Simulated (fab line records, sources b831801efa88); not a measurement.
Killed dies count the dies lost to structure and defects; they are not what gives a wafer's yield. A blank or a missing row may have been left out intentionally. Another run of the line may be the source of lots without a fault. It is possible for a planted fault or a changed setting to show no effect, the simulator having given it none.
2 desks, one fault || flow sky130 || each desk has only its own numbers; what lay behind them comes last

THE TOOL OWNER'S DESK: rie metal-01
The tool's own readings at SKY_METAL1_ETCH_18 (etches BARC in N2/H2, stops on SiO2, time 45.9 s, target depth 60 nm): means of the sampled wafers that have a number, for each lot that ran on this tool. A lot is out of limits, marked OUT, if its mean lies more than 4 standard deviations from the usual mean; the brackets give that distance.
Columns: A = drypump motor current A at SKY_METAL1_ETCH_18, usual 6.1 A; B = oes product au at SKY_METAL1_ETCH_18, usual 0.855 a.u.; C = rf fwd power W at SKY_METAL1_ETCH_18, usual 494.1 W; D = throttle valve pct at SKY_METAL1_ETCH_18, usual 13.225 %
{"lot": "L348", "first seen here": "day 36 23:00", "A": 6.3, "B": 0.855, "C": 491.8, "D": 13.217}
{"lot": "L352", "first seen here": "day 37 18:46", "A": 6.2, "B": 0.855, "C": "413.9 (-33) OUT", "D": 13.222}
{"lot": "L356", "first seen here": "day 38 18:13", "A": 6.2, "B": 0.852, "C": "413.2 (-34) OUT", "D": 13.215}
This desk's verdict: out of limits on L352, L356, starting with L352 at day 37 18:46 (rf fwd power W at SKY_METAL1_ETCH_18). In limits: L348.

METROLOGY DESK
Means of the sampled wafers that have a number, per lot and without regard to the tool the lot ran on: this is what the gauges read. A lot is out of limits, marked OUT, if its mean lies more than 4 standard deviations from the usual mean; the brackets give that distance.
Columns: A = METAL1_ALCU_THK at SKY_METAL1_THK_MEAS_06, usual 251 nm; B = cd nm at SKY_METAL1_CD_MEAS_15, usual 139.8 nm; C = METAL1_OVL at SKY_METAL1_OVL_MEAS_16, usual -2 nm
{"lot": "L340", "first seen here": "day 32 11:14", "A": 249, "B": 140.0, "C": 7}
{"lot": "L348", "first seen here": "day 35 20:06", "A": 247, "B": 139.6, "C": -6}
{"lot": "L352", "first seen here": "day 36 16:53", "A": 251, "B": 141.5, "C": -3}
{"lot": "L353", "first seen here": "day 36 19:26", "A": 253, "B": 142.3, "C": -2}
{"lot": "L356", "first seen here": "day 37 16:03", "A": 249, "B": 140.3, "C": -2}
{"lot": "L359", "first seen here": "day 39 03:38", "A": 247, "B": 139.7, "C": -1}
Finding of this desk: none of the 6 lots has anything out of limits.

ALL TOGETHER
An alarm could have come from the tool owner's desk at day 37 18:46, on L352, L356.
At the metrology desk, nothing out of limits was observed.
The metrology desk holds a record of L352, L356, inside its limits.
SKY_METAL1_ETCH_18 was run on rie metal-01 by each of the lots named.

WHAT THE SIMULATOR HAD PUT IN
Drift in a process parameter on rie metal-01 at SKY_METAL1_ETCH_18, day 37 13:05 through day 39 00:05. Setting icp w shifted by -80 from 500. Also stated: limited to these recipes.
Shown lots that were struck: L352, L356.
Hours from the fault's start to each desk's first reading out of limits: the tool owner's desk, 6.
